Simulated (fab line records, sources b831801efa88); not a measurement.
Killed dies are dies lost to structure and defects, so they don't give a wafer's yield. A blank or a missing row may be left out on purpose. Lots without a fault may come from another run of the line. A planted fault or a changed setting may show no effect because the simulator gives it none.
Which tool did it? | flow sky130 | 10 lots, 30 wafers sampled, at 4 steps of a route of 708

WHAT THE GAUGES READ, wafer by wafer
SKY_VIA2_RS_MEAS_22: measures by four-point-probe.
lot  | measured     | on            | VIA2_W_RS (ohm/sq)
L285 | day 36 20:30 | film_metro-03 | 0.288 0.281 0.280
L291 | day 38 19:04 | film_metro-03 | 0.281 0.278 0.279
L292 | day 39 06:09 | film_metro-03 | 0.271 0.277 0.273
L293 | day 39 10:41 | film_metro-02 | 0.274 0.272 0.274
L294 | day 39 17:37 | film_metro-02 | 0.241 0.243 0.243
L296 | day 40 09:08 | film_metro-03 | 0.246 0.245 0.244
L299 | day 41 08:07 | film_metro-03 | 0.268 0.275 0.265
L304 | day 42 13:45 | film_metro-03 | 0.274 0.275 0.276
L305 | day 43 00:23 | film_metro-01 | 0.274 0.273 0.275
L306 | day 43 04:08 | film_metro-01 | 0.271 0.267 0.273

WHICH TOOL RAN EACH LOT (tool, then ch and the chambers of the sampled wafers, then the start)
lot  | SKY_VIA2_CMP_02               | SKY_VIA2_ETCH_14                   | SKY_VIA2_CVD_21
L285 | cmp-02 ch 1,2, day 35 17:44   | rie_diel-04 ch 1,2,3, day 36 19:29 | cvd_w-02 ch 0,1, day 36 20:23
L291 | cmp-01 ch 0,1,2, day 37 15:58 | rie_diel-02 ch 2,3, day 38 18:10   | cvd_w-02 ch 0,1, day 38 18:56
L292 | cmp-02 ch 1,2,3, day 38 03:38 | rie_diel-04 ch 0,1,3, day 39 05:13 | cvd_w-01 ch 0,1, day 39 06:01
L293 | cmp-02 ch 0,1,2, day 38 08:23 | rie_diel-02 ch 0,2, day 39 09:47   | cvd_w-02 ch 0, day 39 10:32
L294 | cmp-01 ch 0,1,2, day 38 16:11 | rie_diel-04 ch 0,1,3, day 39 16:43 | cvd_w-02 ch 0,1, day 39 17:29
L296 | cmp-02 ch 0,1,2, day 39 06:35 | rie_diel-02 ch 1,2,3, day 40 07:52 | cvd_w-02 ch 0,1, day 40 09:01
L299 | cmp-01 ch 0,1,2, day 40 06:13 | rie_diel-01 ch 1,3, day 41 07:13   | cvd_w-01 ch 0,1, day 41 07:59
L304 | cmp-02 ch 0,1,2, day 41 13:04 | rie_diel-01 ch 0,1,2, day 42 12:49 | cvd_w-02 ch 0,1, day 42 13:37
L305 | cmp-01 ch 0,1,3, day 41 23:25 | rie_diel-02 ch 0,1,2, day 42 23:25 | cvd_w-02 ch 0,1, day 43 00:15
L306 | cmp-02 ch 0,2,3, day 42 04:04 | rie_diel-02 ch 0,1,3, day 43 03:13 | cvd_w-01 ch 0,1, day 43 03:59
- SKY_VIA2_CMP_02: polishes SiO2.
- SKY_VIA2_ETCH_14: etches BARC in N2/H2, stops on SiO2, time 45.9 s, target depth 60 nm.
- SKY_VIA2_CVD_21: deposits W, target thk 420 nm, time 126.4 s.

THE ANSWER, worked out from the rows above alone
Rule: what is usual is taken from the lots themselves. Put in order of their means at a reading, lots are off if they are a third of the lots or fewer, leave a main group of 4 or more, and stand apart from it by a gap of 3 or more times the standard deviation of the main group's means; of several such gaps the widest counts. A main group whose means are all the same, to the digits that the tables above print for the reading, isn't used. A lot without any number at a reading at which 4 lots or more have one is off too. The other lots that the step has rows for count as sound.
Off: L294, L296, at SKY_VIA2_RS_MEAS_22 (VIA2_W_RS). The main group: mean 0.275 ohm/sq, standard deviation 0.0042.
A tool fits if, at a process step before that reading, it ran every lot that is off, and no sound lot after the first of them. The gauges at SKY_VIA2_RS_MEAS_22 are tried like those tools. None of those tried fits.

WHAT THE SIMULATOR HAD PUT IN
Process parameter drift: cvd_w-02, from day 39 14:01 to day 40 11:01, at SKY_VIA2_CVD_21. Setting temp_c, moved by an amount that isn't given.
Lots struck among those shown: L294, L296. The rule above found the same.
